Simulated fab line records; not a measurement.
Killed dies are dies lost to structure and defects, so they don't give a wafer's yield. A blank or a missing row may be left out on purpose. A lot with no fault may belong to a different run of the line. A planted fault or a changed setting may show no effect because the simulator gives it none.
A struck lot beside a sound one | flow sfq-line | 42 out of 325 route steps
Sound: the wafers L244.1, L244.2, L244.4. Struck: wafers L235.3, L235.6. (L235.1 of the same lot was not struck and is left out.) The cause comes at the end.
For every step that has rows: the tool of each side, followed by ch and its chambers, followed by its first start. Under that, the readings that differ: sound wafers | struck wafers | difference of the means | sigmas: that difference in standard deviations of wafers without a fault.
alike: readings whose means differ by less than 2 such deviations, and words and numbers that are the same on both sides. not compared: withheld readings, readings that some wafer has no value for, bounds like >300 that may hide the same value, and numbers for which the record gives no deviation and whose values overlap.
The two part at a step that has a row with sigmas, a row that says differs or no value, or rows on one side only. Numbers that have no deviation but don't overlap get no sigmas and don't part them. A reading missing from all wafers of one side parts the sides only when that side holds two or more wafers.

first, 6 steps without rows for these wafers: SFQ_TRILAYER_M6_LITHO_COAT_164 (resist thk 62 nm); SFQ_TRILAYER_M6_LITHO_COAT_159 (resist thk 600 nm); SFQ_TRILAYER_M6_LITHO_SOFTBAKE_163; SFQ_TRILAYER_M6_LITHO_EXPOSE_160 (exposes mask M6, target cd 500 nm); SFQ_TRILAYER_M6_LITHO_PEB_162 (peb time 60 s); SFQ_TRILAYER_M6_LITHO_DEVELOP_161 (time 60 s).
SFQ_M6_OVL_MEAS_940:
  sound on overlay-02 at day 76 14:07; struck on overlay-01 at day 72 22:43
  alike: M6_OVL
then, 1 step without rows for these wafers: SFQ_TRILAYER_M6_BARC_OPEN_METAL_ETCH_206 (etches BARC in O2, target depth 125 nm, time 41.7 s).
SFQ_TRILAYER_M6_ETCH_METAL_ETCH_162: etches Nb in Cl2/Ar, stops on SiO2, target depth 240 nm, time 120 s.
  sound on rie-metal-03 ch 0,1, day 76 14:13; struck on rie-metal-01 ch 0,1, day 72 22:49
  alike: drypump-motor-current-A, oes-product-au
  not compared: rf-hours-counter-h
SFQ_TRILAYER_M6_STRIP_STRIP_163: strips in O2.
  sound on rie-metal-03 ch 0,1, day 76 14:20; struck on rie-metal-01 ch 0,1, day 72 22:56
  alike: drypump-motor-current-A, oes-product-au
  not compared: rf-hours-counter-h
then, 2 steps without rows for these wafers: SFQ_TRILAYER_M6_STRIP_SOLV_CLEAN_164 (cleans in NMP, time 600 s); SFQ_TRILAYER_I6_DEP_PECVD_165 (deposits SiO2 from SiH4/N2O, time 111.11 s, target thk 500 nm).
SFQ_TRILAYER_I6_CMP_CMP_166: polishes SiO2.
  sound on cmp-01 ch 0,1,2, day 76 15:22; struck on cmp-02 ch 2, day 72 23:47
  reading                                             | sound         | struck      | difference | sigmas
  time-to-endpoint-s (s)                              | 216 213 226   | 281 286     | +65        | +10
  model.SiO2_of_TRILAYER_I6_DEP_PECVD_165.thk-nm (nm) | 199 199 199.4 | 306.1 309.5 | +108.7     |
  alike: motor-current-A
SFQ_I6_BOW_MEAS_941:
  sound on film-metro-01 at day 76 18:22; struck on film-metro-04 at day 73 02:47
  alike: I6_BOW
SFQ_TRILAYER_I6_METRO_MEASURE_167:
  sound on film-metro-01 at day 76 18:29; struck on film-metro-04 at day 73 02:55
  reading     | sound             | struck      | difference | sigmas
  thk-nm (nm) | 198.8 198.9 199.4 | 306.0 309.3 | +108.6     | +99 or more
then, 6 steps without rows for these wafers: SFQ_TRILAYER_I6_VIA_LITHO_COAT_174 (resist thk 62 nm); SFQ_TRILAYER_I6_VIA_LITHO_COAT_169 (resist thk 650 nm); SFQ_TRILAYER_I6_VIA_LITHO_SOFTBAKE_173; SFQ_TRILAYER_I6_VIA_LITHO_EXPOSE_170 (exposes mask I6, target cd 700 nm); SFQ_TRILAYER_I6_VIA_LITHO_PEB_172 (peb time 60 s); SFQ_TRILAYER_I6_VIA_LITHO_DEVELOP_171 (time 60 s).
-- the record jumps here: 4 days lie between the struck wafers' starts before and after --
SFQ_I6_OVL_MEAS_942:
  sound on overlay-02 at day 81 00:07; struck on overlay-02 at day 77 12:55
  alike: I6_OVL
SFQ_TRILAYER_I6_VIA_BARC_OPEN_VIA_ETCH_235: etches BARC in O2, target depth 125 nm, time 41.7 s.
  sound on rie-diel-02 ch 0,1,3, day 81 00:10; struck on rie-diel-04 ch 0, day 77 12:57
  alike: drypump-motor-current-A, oes-product-au
  not compared: rf-hours-counter-h
SFQ_TRILAYER_I6_VIA_ETCH_VIA_ETCH_172: etches SiO2 in CHF3, stops on Nb, target depth 260 nm.
  sound on rie-diel-02 ch 0,1,3, day 81 00:12; struck on rie-diel-04 ch 0, day 77 12:59
  reading                        | sound             | struck      | difference | sigmas
  oes-product-au (a.u.)          | 0.851 0.852 0.850 | 0.997 1.005 | +0.150     | +31
  model.etch.depth-nm (nm)       | 199 199 199.4     | 261 260.4   | +62        |
  model.I6.feature-depth-nm (nm) | 199 199 199.4     | 261 260.4   | +62        |
  alike: drypump-motor-current-A
SFQ_TRILAYER_I6_VIA_STRIP_STRIP_173: strips in O2.
  sound on rie-metal-01 ch 0,1, day 81 00:19; struck on rie-metal-01 ch 0, day 77 13:07
  alike: drypump-motor-current-A, oes-product-au
  not compared: rf-hours-counter-h
then, 1 step without rows for these wafers: SFQ_TRILAYER_I6_VIA_STRIP_SOLV_CLEAN_174 (cleans in NMP, time 600 s).
SFQ_TRILAYER_M7_DEP_PRE_CLEAN_176: time 22.5 s.
  sound on pvd-sputter-03 at day 81 01:05; struck on pvd-sputter-06 at day 77 13:53
  reading                                             | sound             | struck    | difference | sigmas
  model.SiO2_of_TRILAYER_I6_DEP_PECVD_165.thk-nm (nm) | 191.5 191.5 191.9 | 298.6 302 | +108.7     |
then, 1 step without rows for these wafers: SFQ_TRILAYER_M7_DEP_SPUTTER_175 (material Nb, target thk 200 nm, time 133.3 s).
SFQ_M7_RS_MEAS_943: the measuring method here is four-point-probe.
  sound on film-metro-04 at day 81 01:13; struck on film-metro-04 at day 77 14:00
  alike: M7_NB_RS
then, 6 steps without rows for these wafers: SFQ_TRILAYER_M7_LITHO_COAT_182 (resist thk 62 nm); SFQ_TRILAYER_M7_LITHO_COAT_177 (resist thk 600 nm); SFQ_TRILAYER_M7_LITHO_SOFTBAKE_181; SFQ_TRILAYER_M7_LITHO_EXPOSE_178 (exposes mask M7, target cd 500 nm); SFQ_TRILAYER_M7_LITHO_PEB_180 (peb time 60 s); SFQ_TRILAYER_M7_LITHO_DEVELOP_179 (time 60 s).
-- the record jumps here: 4 days lie between the struck wafers' starts before and after --
SFQ_M7_OVL_MEAS_945:
  sound on overlay-02 at day 85 10:19; struck on overlay-01 at day 81 13:19
  alike: M7_OVL
SFQ_TRILAYER_M7_BARC_OPEN_METAL_ETCH_229: etches BARC in O2, target depth 125 nm, time 41.7 s.
  sound on rie-metal-04 ch 0,1, day 85 10:22; struck on rie-metal-01 ch 0,1, day 81 13:22
  alike: drypump-motor-current-A, oes-product-au
  not compared: rf-hours-counter-h
then, 4 steps without rows for these wafers: SFQ_TRILAYER_M7_ETCH_METAL_ETCH_180 (etches Nb in Cl2/Ar, stops on SiO2, target depth 240 nm, time 120 s); SFQ_TRILAYER_M7_STRIP_STRIP_181 (strips in O2); SFQ_TRILAYER_M7_STRIP_SOLV_CLEAN_182 (cleans in NMP, time 600 s); SFQ_TRILAYER_I7_DEP_PECVD_183 (deposits SiO2 from SiH4/N2O, time 111.11 s, target thk 500 nm).
-- the record jumps here: 6 days lie between the struck wafers' starts before and after --
SFQ_M8_BOW_MEAS_951:
  sound on film-metro-01 at day 89 23:43; struck on film-metro-02 at day 87 13:10
  reading                 | sound             | struck      | difference | sigmas
  model.etest.i6.link-ohm | 1.877 1.862 1.884 | 1e+06 1e+06 | +1e+06     |
  alike: M8_BOW

== WHERE THEY PART ==
First at SFQ_TRILAYER_I6_CMP_CMP_166; last, within this record, at SFQ_TRILAYER_I6_VIA_ETCH_VIA_ETCH_172. Later steps at which nothing parts them and some readings are alike: SFQ_TRILAYER_I6_VIA_STRIP_STRIP_173, SFQ_M7_RS_MEAS_943, SFQ_M7_OVL_MEAS_945, SFQ_TRILAYER_M7_BARC_OPEN_METAL_ETCH_229, SFQ_M8_BOW_MEAS_951.

WHY: whatever the simulator had introduced
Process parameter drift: cmp-02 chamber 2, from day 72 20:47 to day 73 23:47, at SFQ_TRILAYER_I6_CMP_CMP_166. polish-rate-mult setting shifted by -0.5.
